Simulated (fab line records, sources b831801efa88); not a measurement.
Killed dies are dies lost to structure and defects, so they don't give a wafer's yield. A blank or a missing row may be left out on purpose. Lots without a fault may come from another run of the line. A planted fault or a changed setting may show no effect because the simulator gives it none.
fab line records | flow gf180mcu
record lots=5 wafers=15 last_day=34
route steps=602 shown NSD@239 PSD@248 SAB@264 SALICIDE@278
lots that met no fault: from a run of the same line without faults
start_h: hours from the record's first day to the start of the lot's first wafer shown | wait_h: hours since the lot's step before | " the same as in the row above | L1.1+2: a row that stands for several wafers | - no value, or no start given | * or withheld: withheld | < > ~ a bound
route shown NAME@n: a module of which the file shows steps, and the number in the route of the first | usual: mean/standard deviation of fault-free wafers | same: alike in all rows | chamber/n: place in a boat | sites: the reading at each site | _std_site: their standard deviation | _edge_site: outer sites' mean less inner sites' | radius_mm: how far each site lies from the wafer's centre | mask NAME#n: copy n | behind: the tool/chamber that last shaped the wafer | hold: why the lot was held/for how many hours/how that ended | device: the transistor (n, p or np) that didn't switch | end of line: the same wafers' tests at the end of the route | a step without rows: its recipe alone | killed: dies lost to structure and defects at the first sort, not the wafer's yield | map: a wafer's dies, x killed, . not, _ none there
set.NAME: the setting as run; set.NAME@STEP: as run at that earlier step | model.NAME: the simulator's own value behind a step, which no gauge read
lots at some steps of the route; a table a step, a row a wafer
services: from which hour (start_h, from the record's first day; less than 0 if before it) a tool's chamber was out of use, for how many hours, and why
## steps
# step GF_NSD_EXPOSE_04
# recipe mask_id=Nplus target_cd_nm=400 na=0.6 source_shape=conventional sigma_outer=0.6 dose_mj=140
# usual focus_offset_nm=-0.1/0.44 stage_vel_mm_s=500.01/0.25
# same sigma_outer=0.6
# columns lot.wafer tool chamber start_h wait_h mask focus_offset_nm stage_vel_mm_s
L074.1 iline_stepper-02 0 - - Nplus#0 0.3 500.20
L074.3 " 0 " " Nplus#0 -0.2 500.39
L074.4 " 0 " " Nplus#0 0.0 500.42
L078.1 iline_stepper-02 0 - - Nplus#0 0.2 499.57
L078.3 " 0 " " Nplus#0 -0.1 499.39
L078.5 " 0 " " Nplus#0 0.1 500.17
L083.1 iline_stepper-01 0 - - Nplus#0 -0.7 499.38
L083.4 " 0 " " Nplus#0 -0.2 499.63
L083.5 " 0 " " Nplus#0 -0.3 499.60
L084.1 iline_stepper-02 0 - - Nplus#0 -0.1 499.91
L084.2 " 0 " " Nplus#0 0.0 500.30
L084.4 " 0 " " Nplus#0 -0.3 499.90
L096.3 iline_stepper-02 0 - - Nplus#0 0.0 500.46
L096.4 " 0 " " Nplus#0 0.5 500.22
L096.5 " 0 " " Nplus#0 0.4 500.14
# step GF_NSD_PEB_05
# recipe temp_c=withheld time_s=* resist=NOVOLAK
# columns lot.wafer tool chamber start_h wait_h
L074.1+3+4 litho_track-03 0 - -
L078.1+3+5 litho_track-02 0 - -
L083.1+4+5 litho_track-02 0 - -
L084.1+2+4 litho_track-04 0 - -
L096.3+4+5 litho_track-02 0 - -
# step GF_NSD_DEVELOP_06
# recipe develop_time_s=60 dev_temp_c=22.05
# columns lot.wafer tool chamber start_h wait_h
L074.1+3+4 litho_track-03 0 293.82 0.1
L078.1+3+5 litho_track-02 0 322.60 0.1
L083.1+4+5 litho_track-02 0 369.30 0.1
L084.1+2+4 litho_track-04 0 378.02 0.1
L096.3+4+5 litho_track-02 0 472.90 0.1
# step GF_NSD_CD_MEAS_07
# recipe target_cd_nm=400
# usual cd_nm=399.8/2.3
# columns lot.wafer tool chamber start_h wait_h cd_nm
L074.1 cd_sem-01 - 293.97 0.1 403.1
L074.3 " - " " 402.4
L074.4 " - " " 401.6
L078.1 cd_sem-01 - 322.75 0.1 402.7
L078.3 " - " " 400.3
L078.5 " - " " 404.7
L083.1 cd_sem-02 - 369.45 0.1 402.7
L083.4 " - " " 403.5
L083.5 " - " " 401.0
L084.1 cd_sem-02 - 378.17 0.1 401.8
L084.2 " - " " 401.6
L084.4 " - " " 402.3
L096.3 cd_sem-02 - 473.04 0.1 401.9
L096.4 " - " " 400.9
L096.5 " - " " 399.8
# step GF_NSD_OVL_MEAS_08
# usual NSD_OVL=1.2/1.4
# columns lot.wafer tool chamber start_h wait_h NSD_OVL[nm]
L074.1 overlay-01 - 294.09 0.1 0.2
L074.3 " - " " 1.0
L074.4 " - " " 1.4
L078.1 overlay-02 - 322.87 0.1 -1.1
L078.3 " - " " -0.3
L078.5 " - " " 0.3
L083.1 overlay-01 - 369.57 0.1 1.6
L083.4 " - " " 1.8
L083.5 " - " " 2.3
L084.1 overlay-01 - 378.29 0.1 0.0
L084.2 " - " " 1.2
L084.4 " - " " 2.6
L096.3 overlay-01 - 473.13 0.1 -0.7
L096.4 " - " " 1.2
L096.5 " - " " 1.2
# step GF_NSD_IMPLANT_09
# recipe species=As energy_kev=60 dose_cm2=4e+15 tilt_deg=7
# usual dose_ions_cm2=3.999e+15/4.2e+12
# columns lot.wafer tool chamber start_h wait_h dose_ions_cm2
L074.1 implanter-03 0 294.13 0.0 3.994e+15
L074.3 " 0 " " 4.002e+15
L074.4 " 0 " " 4.005e+15
L078.1 implanter-04 0 322.90 0.0 3.996e+15
L078.3 " 0 " " 3.998e+15
L078.5 " 0 " " 4e+15
L083.1 implanter-03 0 369.60 0.0 3.993e+15
L083.4 " 0 " " 3.997e+15
L083.5 " 0 " " 3.995e+15
L084.1 implanter-02 0 378.32 0.0 4e+15
L084.2 " 0 " " 3.987e+15
L084.4 " 0 " " 3.992e+15
L096.3 implanter-04 0 473.20 0.1 4e+15
L096.4 " 0 " " 4.004e+15
L096.5 " 0 " " 3.998e+15
# step GF_NSD_IMPLANT_10
# recipe species=P energy_kev=40 dose_cm2=5e+14 tilt_deg=7
# usual dose_ions_cm2=4.999e+14/5.8e+11
# columns lot.wafer tool chamber start_h wait_h dose_ions_cm2
L074.1 implanter-03 0 294.28 0.1 4.992e+14
L074.3 " 0 " " 4.994e+14
L074.4 " 0 " " 4.987e+14
L078.1 implanter-04 0 323.05 0.1 5e+14
L078.3 " 0 " " 5.007e+14
L078.5 " 0 " " 5.003e+14
L083.1 implanter-03 0 369.75 0.1 4.998e+14
L083.4 " 0 " " 5.004e+14
L083.5 " 0 " " 4.991e+14
L084.1 implanter-02 0 378.47 0.1 5.002e+14
L084.2 " 0 " " 5.005e+14
L084.4 " 0 " " 5.004e+14
L096.3 implanter-04 0 473.35 0.1 4.994e+14
L096.4 " 0 " " 4.996e+14
L096.5 " 0 " " 5e+14
# step GF_NSD_STRIP_11
# recipe chemistry=O2/N2 power_w=1400 pressure_mtorr=1500 platen_temp_c=250 o2_flow_sccm=3000 n2_flow_sccm=300 overash_fraction=0.5
# usual drypump_motor_current_A=5.7/0.55 heater_power_w=329/22 oes_product_au=0.487/0.004 strip_time_to_endpoint_s=22.94/0.037
# columns lot.wafer tool chamber start_h wait_h drypump_motor_current_A heater_power_w oes_product_au rf_hours_counter_h strip_time_to_endpoint_s
L074.1 plasma_asher-04 0 294.43 0.1 6.7 306 0.490 64 22.88
L074.3 " 1 " " 5.5 297 0.492 - 22.86
L074.4 " 0 " " 6.7 312 0.491 - 22.88
L078.1 plasma_asher-01 1 323.20 0.1 5.2 362 0.495 66 22.98
L078.3 " 1 " " 5.2 350 0.484 - 22.92
L078.5 " 0 " " 5.8 341 0.488 - 22.96
L083.1 plasma_asher-03 0 369.90 0.1 5.1 353 0.488 60 22.96
L083.4 " 0 " " 5.1 359 0.480 - 22.94
L083.5 " 1 " " 6.0 327 0.486 - 22.97
L084.1 plasma_asher-03 0 378.62 0.1 5.1 364 0.482 61 22.97
L084.2 " 1 " " 6.0 331 0.483 61 22.94
L084.4 " 1 " " 6.0 339 0.493 - 22.96
L096.3 plasma_asher-03 1 473.49 0.1 6.0 327 0.490 - 22.87
L096.4 " 0 " " 5.1 352 0.485 - 22.97
L096.5 " 1 " " 6.0 334 0.488 - 22.94
# step GF_NSD_TW_MEAS_12
# usual NSD_TW=4249/48
# columns lot.wafer tool chamber start_h wait_h NSD_TW
L074.1 film_metro-01 - 294.53 0.1 4223
L074.3 " - " " 4183
L074.4 " - " " 4196
L078.1 film_metro-01 - 323.31 0.1 4182
L078.3 " - " " 4202
L078.5 " - " " 4193
L083.1 film_metro-01 - 370.00 0.1 4216
L083.4 " - " " 4228
L083.5 " - " " 4195
L084.1 film_metro-02 - 378.72 0.1 4274
L084.2 " - " " 4271
L084.4 " - " " 4283
L096.3 film_metro-02 - 473.57 0.1 4307
L096.4 " - " " 4300
L096.5 " - " " 4290
# step GF_PSD_DEHYDRATE_00
# recipe temp_c=200 time_s=60
# columns lot.wafer tool chamber start_h wait_h
L074.1+3+4 litho_track-04 0 304.22 9.7
L078.1+3+5 litho_track-01 0 333.60 10.3
L083.1+4+5 litho_track-02 0 380.10 10.1
L084.1+2+4 litho_track-02 0 389.20 10.5
L096.3+4+5 litho_track-04 0 484.76 11.2
# step GF_PSD_HMDS_01
# recipe prime_time_s=60 prime_temp_c=120
# columns lot.wafer tool chamber start_h wait_h
L074.1+3+4 litho_track-04 0 304.37 0.1
L078.1+3+5 litho_track-01 0 333.75 0.1
L083.1+4+5 litho_track-02 0 380.25 0.1
L084.1+2+4 litho_track-02 0 389.35 0.1
L096.3+4+5 litho_track-04 0 484.91 0.1
# step GF_PSD_COAT_02
# recipe resist=NOVOLAK spin_rpm=3000 resist_thk_nm=1000
# columns lot.wafer tool chamber start_h wait_h
L074.1+3+4 litho_track-04 0 304.52 0.1
L078.1+3+5 litho_track-01 0 333.90 0.1
L083.1+4+5 litho_track-02 0 380.40 0.1
L084.1+2+4 litho_track-02 0 389.50 0.1
L096.3+4+5 litho_track-04 0 485.06 0.1
# step GF_PSD_SOFTBAKE_03
# recipe temp_c=90 time_s=60 resist=NOVOLAK
# columns lot.wafer tool chamber start_h wait_h
L074.1+3+4 litho_track-04 0 304.67 0.1
L078.1+3+5 litho_track-01 0 334.05 0.1
L083.1+4+5 litho_track-02 0 380.55 0.1
L084.1+2+4 litho_track-02 0 389.65 0.1
L096.3+4+5 litho_track-04 0 485.21 0.1
# step GF_PSD_EXPOSE_04
# recipe mask_id=Pplus target_cd_nm=400 na=0.6 source_shape=conventional sigma_outer=0.6 dose_mj=140
# usual focus_offset_nm=0.0/0.51 stage_vel_mm_s=500.01/0.26
# same sigma_outer=0.6
# columns lot.wafer tool chamber start_h wait_h mask focus_offset_nm stage_vel_mm_s
L074.1 iline_stepper-02 0 - - Pplus#0 0.4 499.98
L074.3 " 0 " " Pplus#0 0.2 499.96
L074.4 " 0 " " Pplus#0 1.2 500.06
L078.1 iline_stepper-01 0 - - Pplus#0 -0.1 499.94
L078.3 " 0 " " Pplus#0 0.4 499.79
L078.5 " 0 " " Pplus#0 0.5 500.24
L083.1 iline_stepper-01 0 - - Pplus#0 0.6 499.87
L083.4 " 0 " " Pplus#0 -0.4 500.21
L083.5 " 0 " " Pplus#0 -0.6 500.05
L084.1 iline_stepper-01 0 - - Pplus#0 0.5 499.90
L084.2 " 0 " " Pplus#0 0.2 499.91
L084.4 " 0 " " Pplus#0 0.3 499.73
L096.3 iline_stepper-02 0 - - Pplus#0 0.2 500.10
L096.4 " 0 " " Pplus#0 0.1 499.99
L096.5 " 0 " " Pplus#0 -0.6 499.94
# step GF_PSD_PEB_05
# recipe temp_c=withheld time_s=* resist=NOVOLAK
# columns lot.wafer tool chamber start_h wait_h
L074.1+3+4 litho_track-04 0 - -
L078.1+3+5 litho_track-01 0 - -
L083.1+4+5 litho_track-04 0 - -
L084.1+2+4 litho_track-01 0 - -
L096.3+4+5 litho_track-04 0 - -
# step GF_PSD_DEVELOP_06
# recipe develop_time_s=60 dev_temp_c=23
# columns lot.wafer tool chamber start_h wait_h
L074.1+3+4 litho_track-04 0 315.32 0.1
L078.1+3+5 litho_track-01 0 344.85 0.1
L083.1+4+5 litho_track-04 0 391.57 0.1
L084.1+2+4 litho_track-01 0 401.25 0.1
L096.3+4+5 litho_track-04 0 497.36 0.1
# step GF_PSD_CD_MEAS_07
# recipe target_cd_nm=400
# usual cd_nm=400.0/2.3
# columns lot.wafer tool chamber start_h wait_h cd_nm
L074.1 cd_sem-02 - 315.47 0.1 399.4
L074.3 " - " " 398.0
L074.4 " - " " 399.9
L078.1 cd_sem-02 - 345.00 0.1 401.3
L078.3 " - " " 402.8
L078.5 " - " " 402.1
L083.1 cd_sem-01 - 391.72 0.1 397.0
L083.4 " - " " 397.4
L083.5 " - " " 396.3
L084.1 cd_sem-02 - 401.46 0.2 393.4
L084.2 " - " " 395.6
L084.4 " - " " 396.8
L096.3 cd_sem-01 - 497.50 0.1 399.3
L096.4 " - " " 401.3
L096.5 " - " " 400.3
# step GF_PSD_OVL_MEAS_08
# usual PSD_OVL=0.2/1.4
# columns lot.wafer tool chamber start_h wait_h PSD_OVL[nm]
L074.1 overlay-02 - 315.59 0.1 0.7
L074.3 " - " " 0.3
L074.4 " - " " 0.0
L078.1 overlay-02 - 345.12 0.1 0.3
L078.3 " - " " 0.7
L078.5 " - " " 1.2
L083.1 overlay-01 - 391.84 0.1 1.0
L083.4 " - " " 0.0
L083.5 " - " " 0.8
L084.1 overlay-02 - 401.58 0.1 -0.4
L084.2 " - " " -0.9
L084.4 " - " " 1.3
L096.3 overlay-01 - 497.60 0.1 -1.1
L096.4 " - " " -0.1
L096.5 " - " " -0.6
# step GF_PSD_IMPLANT_09
# recipe species=BF2 energy_kev=40 dose_cm2=1.5e+15 tilt_deg=7
# usual dose_ions_cm2=1.5002e+15/1.5e+12
# columns lot.wafer tool chamber start_h wait_h dose_ions_cm2
L074.1 implanter-04 0 315.62 0.0 1.4992e+15
L074.3 " 0 " " 1.4996e+15
L074.4 " 0 " " 1.4986e+15
L078.1 implanter-04 0 345.16 0.0 1.5015e+15
L078.3 " 0 " " 1.4991e+15
L078.5 " 0 " " 1.4988e+15
L083.1 implanter-02 0 391.87 0.0 1.4974e+15
L083.4 " 0 " " 1.5017e+15
L083.5 " 0 " " 1.5001e+15
L084.1 implanter-02 0 401.62 0.0 1.4988e+15
L084.2 " 0 " " 1.4999e+15
L084.4 " 0 " " 1.4988e+15
L096.3 implanter-02 0 497.67 0.1 1.5011e+15
L096.4 " 0 " " 1.4997e+15
L096.5 " 0 " " 1.4994e+15
# step GF_PSD_STRIP_10
# recipe chemistry=O2/N2 power_w=1400 pressure_mtorr=1500 platen_temp_c=250 o2_flow_sccm=3000 n2_flow_sccm=300 overash_fraction=0.5
# usual drypump_motor_current_A=5.8/0.45 heater_power_w=307/23 oes_product_au=0.592/0.0045 strip_time_to_endpoint_s=16.54/0.04
# columns lot.wafer tool chamber start_h wait_h drypump_motor_current_A heater_power_w oes_product_au rf_hours_counter_h strip_time_to_endpoint_s
L074.1 plasma_asher-02 0 315.77 0.1 5.9 295 0.599 20 16.59
L074.3 " 0 " " 5.9 289 0.593 - 16.60
L074.4 " 1 " " 5.7 285 0.584 - 16.55
L078.1 plasma_asher-04 1 345.31 0.1 5.5 303 0.589 70 16.53
L078.3 " 1 " " 5.5 305 0.590 - 16.49
L078.5 " 1 " " 5.5 302 0.595 - 16.51
L083.1 plasma_asher-01 1 392.02 0.1 5.2 348 0.587 73 16.55
L083.4 " 0 " " 5.8 339 0.598 - 16.53
L083.5 " 1 " " 5.2 347 0.593 - 16.52
L084.1 plasma_asher-01 0 401.77 0.1 5.8 336 0.595 75 16.50
L084.2 " 1 " " 5.2 357 0.597 75 16.54
L084.4 " 0 " " 5.8 335 0.596 - 16.52
L096.3 plasma_asher-04 0 497.80 0.1 6.7 305 0.593 - 16.50
L096.4 " 1 " " 5.5 299 0.594 - 16.48
L096.5 " 1 " " 5.5 298 0.593 - 16.55
# step GF_PSD_TW_MEAS_11
# usual PSD_TW=3160/36
# columns lot.wafer tool chamber start_h wait_h PSD_TW
L074.1 film_metro-04 - 315.87 0.1 3240
L074.3 " - " " 3236
L074.4 " - " " 3223
L078.1 film_metro-02 - 345.41 0.1 3155
L078.3 " - " " 3165
L078.5 " - " " 3176
L083.1 film_metro-02 - 392.12 0.1 3167
L083.4 " - " " 3173
L083.5 " - " " 3178
L084.1 film_metro-01 - 401.87 0.1 3136
L084.2 " - " " 3117
L084.4 " - " " 3130
L096.3 film_metro-04 - 497.89 0.1 3194
L096.4 " - " " 3184
L096.5 " - " " 3191
# step GF_PSD_CLEAN_12
# recipe chemistry=SC1/SC2 mix=1:4:20 temp_c=70 time_s=150 dry=n2_spin
# columns lot.wafer tool chamber start_h wait_h
L074.1+3+4 wet_bench-03 3 315.93 0.1
L078.1+3+5 wet_bench-02 1 345.47 0.1
L083.1+4+5 wet_bench-01 3 392.18 0.1
L084.1+2+4 wet_bench-02 3 401.93 0.1
L096.3+4+5 wet_bench-01 2 497.93 0.0
# step GF_PSD_RTA_13
# recipe temp_c=1025 time_s=20 ambient=N2
# usual lamp_power_pct=34.5/2.7 wafer_temp_C_max=1031.0/1.4
# columns lot.wafer tool chamber start_h wait_h lamp_power_pct wafer_temp_C_max
L074.1 rtp_anneal-01 0 315.99 0.0 31.6 1031.5
L074.3 " 0 " " 31.7 1031.7
L074.4 " 0 " " 31.7 1030.7
L078.1 rtp_anneal-02 0 345.52 0.0 37.0 1031.9
L078.3 " 0 " " 37.0 1032.2
L078.5 " 0 " " 37.0 1032.6
L083.1 rtp_anneal-02 0 392.24 0.0 37.0 1031.3
L083.4 " 0 " " 37.0 1030.0
L083.5 " 0 " " 37.0 1030.0
L084.1 rtp_anneal-02 0 401.98 0.0 37.0 1030.5
L084.2 " 0 " " 37.0 1029.9
L084.4 " 0 " " 36.9 1030.5
L096.3 rtp_anneal-01 0 498.01 0.0 31.6 1031.9
L096.4 " 0 " " 31.6 1030.2
L096.5 " 0 " " 31.6 1031.0
# step GF_PSD_RS_MEAS_14
# recipe thk_meas_gauge=four-point-probe
# usual NSD_RS=46.11/0.088
# columns lot.wafer tool chamber start_h wait_h NSD_RS[ohm/sq]
L074.1 film_metro-01 - 316.07 0.1 46.05
L074.3 " - " " 46.16
L074.4 " - " " 46.12
L078.1 film_metro-04 - 345.60 0.1 46.10
L078.3 " - " " 46.15
L078.5 " - " " 46.08
L083.1 film_metro-04 - 392.32 0.1 45.92
L083.4 " - " " 46.06
L083.5 " - " " 46.00
L084.1 film_metro-04 - 402.06 0.1 46.02
L084.2 " - " " 46.11
L084.4 " - " " 46.04
L096.3 film_metro-02 - 498.10 0.1 46.16
L096.4 " - " " 46.06
L096.5 " - " " 46.17
# step GF_PSD_RS_MEAS_15
# recipe thk_meas_gauge=four-point-probe
# usual PSD_RS=108.45/0.29
# columns lot.wafer tool chamber start_h wait_h PSD_RS[ohm/sq]
L074.1 film_metro-01 - 316.19 0.1 108.18
L074.3 " - " " 108.38
L074.4 " - " " 108.70
L078.1 film_metro-04 - 345.72 0.1 108.87
L078.3 " - " " 108.53
L078.5 " - " " 108.58
L083.1 film_metro-04 - 392.44 0.1 108.05
L083.4 " - " " 108.25
L083.5 " - " " 108.70
L084.1 film_metro-04 - 402.18 0.1 108.32
L084.2 " - " " 108.56
L084.4 " - " " 108.45
L096.3 film_metro-02 - 498.22 0.1 108.74
L096.4 " - " " 108.62
L096.5 " - " " 108.51
# step GF_SAB_CVD_00
# recipe material=SiO2 target_thk_nm=50 precursor=TEOS temp_c=400 time_s=4.9302 rf_w=600
# usual heater_power_w=685/92
# columns lot.wafer tool chamber start_h wait_h heater_power_w
L074.1 pecvd-01 0 316.31 0.1 410
L074.3 " 1 " " 706
L074.4 " 1 " " 707
L078.1 pecvd-03 1 345.84 0.1 714
L078.3 " 0 " " 659
L078.5 " 0 " " 642
L083.1 pecvd-01 2 392.56 0.1 744
L083.4 " 1 " " 777
L083.5 " 1 " " 637
L084.1 pecvd-03 2 402.30 0.1 784
L084.2 " 0 " " 676
L084.4 " 0 " " 686
L096.3 pecvd-04 0 498.30 0.1 633
L096.4 " 1 " " 691
L096.5 " 2 " " 761
# step GF_SAB_THK_MEAS_01
# recipe reads=SiO2_of_SAB_CVD_00
# usual SAB_CVD_00_THK=50.0/0.58
# columns lot.wafer tool chamber start_h wait_h SAB_CVD_00_THK[nm]
L074.1 film_metro-02 - 316.33 0.0 49.1
L074.3 " - " " 48.8
L074.4 " - " " 49.8
L078.1 film_metro-03 - 345.86 0.0 49.1
L078.3 " - " " 48.8
L078.5 " - " " 49.5
L083.1 film_metro-02 - 392.59 0.0 50.3
L083.4 " - " " 50.7
L083.5 " - " " 51.0
L084.1 film_metro-03 - 402.32 0.0 49.5
L084.2 " - " " 49.5
L084.4 " - " " 50.4
L096.3 film_metro-01 - 498.34 0.0 49.6
L096.4 " - " " 50.5
L096.5 " - " " 50.2
# step GF_SAB_DEHYDRATE_02
# recipe temp_c=200 time_s=60
# columns lot.wafer tool chamber start_h wait_h
L074.1+3+4 litho_track-04 0 326.22 9.9
L078.1+3+5 litho_track-04 0 356.37 10.5
L083.1+4+5 litho_track-03 0 403.37 10.8
L084.1+2+4 litho_track-03 0 413.37 11.0
L096.3+4+5 litho_track-04 0 509.06 10.7
# step GF_SAB_HMDS_03
# recipe prime_time_s=60 prime_temp_c=120
# columns lot.wafer tool chamber start_h wait_h
L074.1+3+4 litho_track-04 0 326.37 0.1
L078.1+3+5 litho_track-04 0 356.52 0.1
L083.1+4+5 litho_track-03 0 403.52 0.1
L084.1+2+4 litho_track-03 0 413.52 0.1
L096.3+4+5 litho_track-04 0 509.21 0.1
# step GF_SAB_COAT_04
# recipe resist=NOVOLAK spin_rpm=3000 resist_thk_nm=1000
# columns lot.wafer tool chamber start_h wait_h
L074.1+3+4 litho_track-04 0 326.52 0.1
L078.1+3+5 litho_track-04 0 356.67 0.1
L083.1+4+5 litho_track-03 0 403.67 0.1
L084.1+2+4 litho_track-03 0 413.67 0.1
L096.3+4+5 litho_track-04 0 509.36 0.1
# step GF_SAB_SOFTBAKE_05
# recipe temp_c=90 time_s=60 resist=NOVOLAK
# columns lot.wafer tool chamber start_h wait_h
L074.1+3+4 litho_track-04 0 326.67 0.1
L078.1+3+5 litho_track-04 0 356.82 0.1
L083.1+4+5 litho_track-03 0 403.82 0.1
L084.1+2+4 litho_track-03 0 413.82 0.1
L096.3+4+5 litho_track-04 0 509.51 0.1
# step GF_SAB_EXPOSE_06
# recipe mask_id=SAB target_cd_nm=420 na=0.6 source_shape=conventional sigma_outer=0.6 dose_mj=140
# usual focus_offset_nm=0.0/0.54 stage_vel_mm_s=500.02/0.26
# same sigma_outer=0.6
# columns lot.wafer tool chamber start_h wait_h mask focus_offset_nm stage_vel_mm_s
L074.1 iline_stepper-02 0 - - SAB#0 -0.5 499.89
L074.3 " 0 " " SAB#0 0.2 500.04
L074.4 " 0 " " SAB#0 -0.4 499.48
L078.1 iline_stepper-01 0 - - SAB#0 -1.1 500.56
L078.3 " 0 " " SAB#0 -0.8 500.08
L078.5 " 0 " " SAB#0 -0.9 500.22
L083.1 iline_stepper-01 0 - - SAB#0 -0.4 499.91
L083.4 " 0 " " SAB#0 0.5 499.77
L083.5 " 0 " " SAB#0 0.4 499.69
L084.1 iline_stepper-02 0 - - SAB#0 0.7 499.91
L084.2 " 0 " " SAB#0 0.3 499.92
L084.4 " 0 " " SAB#0 1.0 500.36
L096.3 iline_stepper-01 0 - - SAB#0 -0.5 500.27
L096.4 " 0 " " SAB#0 -1.1 500.25
L096.5 " 0 " " SAB#0 -0.7 500.09
# step GF_SAB_PEB_07
# recipe temp_c=withheld time_s=* resist=NOVOLAK
# columns lot.wafer tool chamber start_h wait_h
L074.1+3+4 litho_track-04 0 - -
L078.1+3+5 litho_track-04 0 - -
L083.1+4+5 litho_track-04 0 - -
L084.1+2+4 litho_track-01 0 - -
L096.3+4+5 litho_track-01 0 - -
# step GF_SAB_DEVELOP_08
# recipe develop_time_s=60 dev_temp_c=23
# columns lot.wafer tool chamber start_h wait_h
L074.1+3+4 litho_track-04 0 337.22 0.1
L078.1+3+5 litho_track-04 0 368.37 0.1
L083.1+4+5 litho_track-04 0 415.57 0.1
L084.1+2+4 litho_track-01 0 425.90 0.1
L096.3+4+5 litho_track-01 0 521.10 0.1
# step GF_SAB_CD_MEAS_09
# recipe target_cd_nm=420
# usual cd_nm=419.8/2.1
# columns lot.wafer tool chamber start_h wait_h cd_nm
L074.1 cd_sem-01 - 337.37 0.1 420.5
L074.3 " - " " 419.5
L074.4 " - " " 420.4
L078.1 cd_sem-01 - 368.52 0.1 419.8
L078.3 " - " " 417.7
L078.5 " - " " 418.3
L083.1 cd_sem-01 - 415.72 0.1 421.4
L083.4 " - " " 421.1
L083.5 " - " " 420.2
L084.1 cd_sem-02 - 426.05 0.1 420.6
L084.2 " - " " 421.1
L084.4 " - " " 418.8
L096.3 cd_sem-01 - 521.24 0.1 420.1
L096.4 " - " " 420.4
L096.5 " - " " 420.2
# step GF_SAB_OVL_MEAS_10
# usual SAB_OVL=0.1/1.3
# columns lot.wafer tool chamber start_h wait_h SAB_OVL[nm]
L074.1 overlay-02 - 337.49 0.1 1.4
L074.3 " - " " 1.0
L074.4 " - " " -1.4
L078.1 overlay-01 - 368.64 0.1 1.9
L078.3 " - " " 0.9
L078.5 " - " " 0.2
L083.1 overlay-01 - 415.84 0.1 -0.2
L083.4 " - " " 1.4
L083.5 " - " " -0.9
L084.1 overlay-01 - 426.17 0.1 0.6
L084.2 " - " " -2.9
L084.4 " - " " -2.1
L096.3 overlay-02 - 521.33 0.1 -0.1
L096.4 " - " " 1.2
L096.5 " - " " 2.5
# step GF_SAB_ETCH_11
# recipe chemistry=C4F8/O2/Ar mask_material=NOVOLAK target=SiO2 target_depth_nm=55 source_w=1500 bias_w=1200 pressure_mtorr=40 c4f8_flow_sccm=withheld O2_flow_sccm=6 Ar_flow_sccm=300 time_s=8.5
# usual oes_product_au=0.997/0.0085
# columns lot.wafer tool chamber start_h wait_h oes_product_au rf_hours_counter_h
L074.1 rie_diel-01 3 337.52 0.0 0.995 120
L074.3 " 1 " " 0.985 69
L074.4 " 0 " " 0.986 113
L078.1 rie_diel-02 3 368.67 0.0 0.997 96
L078.3 " 1 " " 0.995 40
L078.5 " 2 " " 1.002 -
L083.1 rie_diel-02 1 415.87 0.0 1.001 40
L083.4 " 2 " " 0.987 5
L083.5 " 2 " " 1.003 -
L084.1 rie_diel-02 2 426.20 0.0 1.008 6
L084.2 " 1 " " 1.019 41
L084.4 " 3 " " 1.001 97
L096.3 rie_diel-04 2 521.35 0.0 1.006 20
L096.4 " 3 " " 0.994 0
L096.5 " 1 " " 0.994 -
# step GF_SAB_WET_ETCH_12
# recipe chemistry=dHF target_depth_nm=22 dry=n2_spin target=SiO2 temp_c=23.9 dilution=100:1 time_s=440
# columns lot.wafer tool chamber start_h wait_h
L074.1+3+4 wet_bench-01 3 337.54 0.0
L078.1+3+5 wet_bench-01 1 368.69 0.0
L083.1+4+5 wet_bench-04 1 415.89 0.0
L084.1+2+4 wet_bench-03 3 426.23 0.0
L096.3+4+5 wet_bench-01 2 521.37 0.0
# step GF_SAB_STRIP_13
# recipe chemistry=O2/N2 power_w=1400 pressure_mtorr=1500 platen_temp_c=250 o2_flow_sccm=3000 n2_flow_sccm=300 overash_fraction=0.5
# usual drypump_motor_current_A=5.6/0.33 heater_power_w=328/27 oes_product_au=0.710/0.0046 strip_time_to_endpoint_s=12.60/0.037
# columns lot.wafer tool chamber start_h wait_h drypump_motor_current_A heater_power_w oes_product_au rf_hours_counter_h strip_time_to_endpoint_s
L074.1 plasma_asher-01 0 337.67 0.0 5.7 339 0.706 68 12.58
L074.3 " 1 " " 5.2 349 0.714 - 12.55
L074.4 " 0 " " 5.8 331 0.713 - 12.59
L078.1 plasma_asher-02 1 368.82 0.0 5.7 285 0.710 26 12.61
L078.3 " 0 " " 5.9 288 0.718 - 12.59
L078.5 " 0 " " 5.9 293 0.712 - 12.60
L083.1 plasma_asher-01 0 416.02 0.0 5.8 335 0.710 76 12.59
L083.4 " 1 " " 5.2 351 0.711 - 12.59
L083.5 " 1 " " 5.2 345 0.704 - 12.60
L084.1 plasma_asher-03 0 426.36 0.0 5.1 357 0.710 66 12.57
L084.2 " 1 " " 6.0 336 0.700 66 12.55
L084.4 " 0 " " 5.1 355 0.705 - 12.58
L096.3 plasma_asher-01 0 521.54 0.0 5.8 351 0.712 - 12.66
L096.4 " 1 " " 5.2 344 0.712 - 12.65
L096.5 " 1 " " 5.2 343 0.716 - 12.63
# step GF_SALICIDE_CLEAN_00
# recipe chemistry=SC1/SC2 mix=1:4:20 temp_c=70 time_s=150
# columns lot.wafer tool chamber start_h wait_h
L074.1+3+4 wet_bench-04 3 337.77 0.1
L078.1+3+5 wet_bench-04 0 368.92 0.1
L083.1+4+5 wet_bench-03 2 416.12 0.1
L084.1+2+4 wet_bench-02 0 426.46 0.1
L096.3+4+5 wet_bench-03 3 521.60 0.0
# step GF_SALICIDE_WET_ETCH_01
# recipe chemistry=dHF target_depth_nm=5 dry=ipa_marangoni target=SiO2 temp_c=25 dilution=100:1 time_s=100
# columns lot.wafer tool chamber start_h wait_h
L074.1+3+4 wet_bench-03 3 337.83 0.0
L078.1+3+5 wet_bench-02 0 368.98 0.0
L083.1+4+5 wet_bench-04 3 416.17 0.0
L084.1+2+4 wet_bench-03 2 426.51 0.0
L096.3+4+5 wet_bench-04 3 521.65 0.0
## services
# columns tool chamber start_h hours kind
implanter-04 - 268.71 3.5 repair
implanter-02 - 287.11 5.7 repair
plasma_asher-03 - 288.27 16.6 repair
implanter-03 - 296.89 4.0 repair
implanter-03 - 304.03 3.3 pm
implanter-02 - 318.42 3.3 repair
implanter-02 - 328.80 7.4 pm
iline_stepper-02 - 330.09 1.7 pm
implanter-02 - 343.90 2.7 repair
implanter-04 - 356.95 2.4 pm
iline_stepper-02 - 360.08 1.4 repair
iline_stepper-02 - 375.34 11.7 repair
iline_stepper-02 - 397.51 4.6 repair
implanter-02 - 399.12 1.8 repair
implanter-03 - 406.56 1.1 repair
implanter-04 - 407.44 3.8 repair
plasma_asher-01 - 408.98 2.8 pm
implanter-04 - 409.63 3.1 repair
implanter-02 - 416.69 2.6 repair
plasma_asher-01 - 421.25 9.0 pm
iline_stepper-01 - 456.31 1.7 pm
wet_bench-03 - 472.22 1.8 repair
plasma_asher-01 - 478.67 28.1 pm
implanter-04 - 513.59 4.9 pm
## key
fault none
